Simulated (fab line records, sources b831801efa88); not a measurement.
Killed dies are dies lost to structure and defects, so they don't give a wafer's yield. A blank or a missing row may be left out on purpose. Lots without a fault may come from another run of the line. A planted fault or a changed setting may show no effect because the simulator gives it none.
Problem report in the 8D (eight disciplines) form, filled by code | flow gf180mcu | the parts of the form that need people (team, actions taken, sign-off) are left out

1. THE PROBLEM
run_length_s at GF_TOP_METAL_METAL_ETCH_16 reads a mean of 189.6 s on 2 wafers of 1 lot; wafers without a fault read 207.7 s with a standard deviation of 0.71. That is -26 standard deviations from the usual mean.
The step: etches the open film in Cl2/BCl3, stops on SiO2, target depth 1077.5 nm, time 179.6 s.
First seen on wafer L706.4, day 31 03:38, on rie_metal-04. The record holds 39 wafers of 13 lots with a number at this step. Rule for "out", or "out of limits": more than 4 standard deviations from the usual mean. The other wafers with a number count as sound.

2. WHAT IT IS AND WHAT IT IS NOT
question                    | is                           | is not
which readings at this step | run_length_s, oes_product_au | chamber_pressure_mTorr, drypump_motor_current_A
which lots                  | L706                         | L695, L696, L697, L699, L700, L701, L713, L714, L715, L716, L717, L718
which wafers of those lots  | L706.4, L706.5               | L706.6
read on which tools         | rie_metal-04                 | rie_metal-01, rie_metal-02
when                        | from day 31 03:38            | up to then (19 sound wafers); but 18 sound wafers of L713, L714, L715, L716, L717, L718 came after

3. SUSPECTS, AND WHAT RULES EACH OUT
Counting: a tool at a process step up to the reading stays a suspect if it ran every lot that is out. Sound lots after the first of them don't rule it out here, since some wafers of a struck lot are sound.
- rie_diel-01 at GF_V5_ETCH_16 (etches BARC in N2/H2): kept. It ran the lot that is out, L706 (day 30 08:05); its last sound lot up to then is L701 (day 29 04:00).
- rie_metal-04 at GF_TOP_METAL_METAL_ETCH_16 (etches the open film in Cl2/BCl3, stops on SiO2, target depth 1077.5 nm, time 179.6 s): kept. It ran the lot that is out, L706 (day 31 03:38); its last sound lot up to then is L701 (day 30 00:54). Its own readings are out on those wafers: oes_product_au, run_length_s.
- Within rie_diel-01 at GF_V5_ETCH_16: the wafers that are out ran in chamber 1; their sound lot-mates ran in chamber 0.
- Within rie_metal-04 at GF_TOP_METAL_METAL_ETCH_16: the wafers that are out ran in chamber 1; their sound lot-mates ran in chamber 0.
Left after counting: rie_diel-01 at GF_V5_ETCH_16, rie_metal-04 at GF_TOP_METAL_METAL_ETCH_16.

4. THE CAUSE (what the simulator had put in)
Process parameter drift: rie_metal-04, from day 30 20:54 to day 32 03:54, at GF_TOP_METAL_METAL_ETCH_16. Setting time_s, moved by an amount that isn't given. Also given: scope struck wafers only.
Counting left 2 suspects, and this tool is among them.

5. THE CHAIN OF EFFECTS, in route order
Each row: a reading whose mean over the struck wafers that have a number lies more than 3 standard deviations from the usual. Only readings for which the record gives a usual standard deviation are gone through. hours: the time from each lot's start at the first step in this table that gives one to its start at this step, as a median over the lots. sigmas: the change in usual standard deviations.
hours | step                       | reading                  | usual      | on struck wafers | change | sigmas
0     | GF_TOP_METAL_METAL_ETCH_16 | oes_product_au           | 0.962 a.u. | 0.996            | +0.034 | +5.3
0     | GF_TOP_METAL_METAL_ETCH_16 | run_length_s             | 207.7 s    | 189.6            | -18.1  | -26
0     | GF_TOP_METAL_METAL_ETCH_16 | throttle_valve_pct       | 28.260 %   | 28.217           | -0.043 | -3.6
0     | GF_TOP_METAL_STRIP_17      | strip_time_to_endpoint_s | 13.45 s    | 13.92            | +0.47  | +5.7
The process steps in it:
- GF_TOP_METAL_METAL_ETCH_16: etches the open film in Cl2/BCl3, stops on SiO2, target depth 1077.5 nm, time 179.6 s.
- GF_TOP_METAL_STRIP_17: strips in O2/N2.

6. WHAT WOULD HAVE CAUGHT IT SOONER
In this record the first reading out of limits was taken at day 31 03:38, 7 hours after the fault began at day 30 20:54.
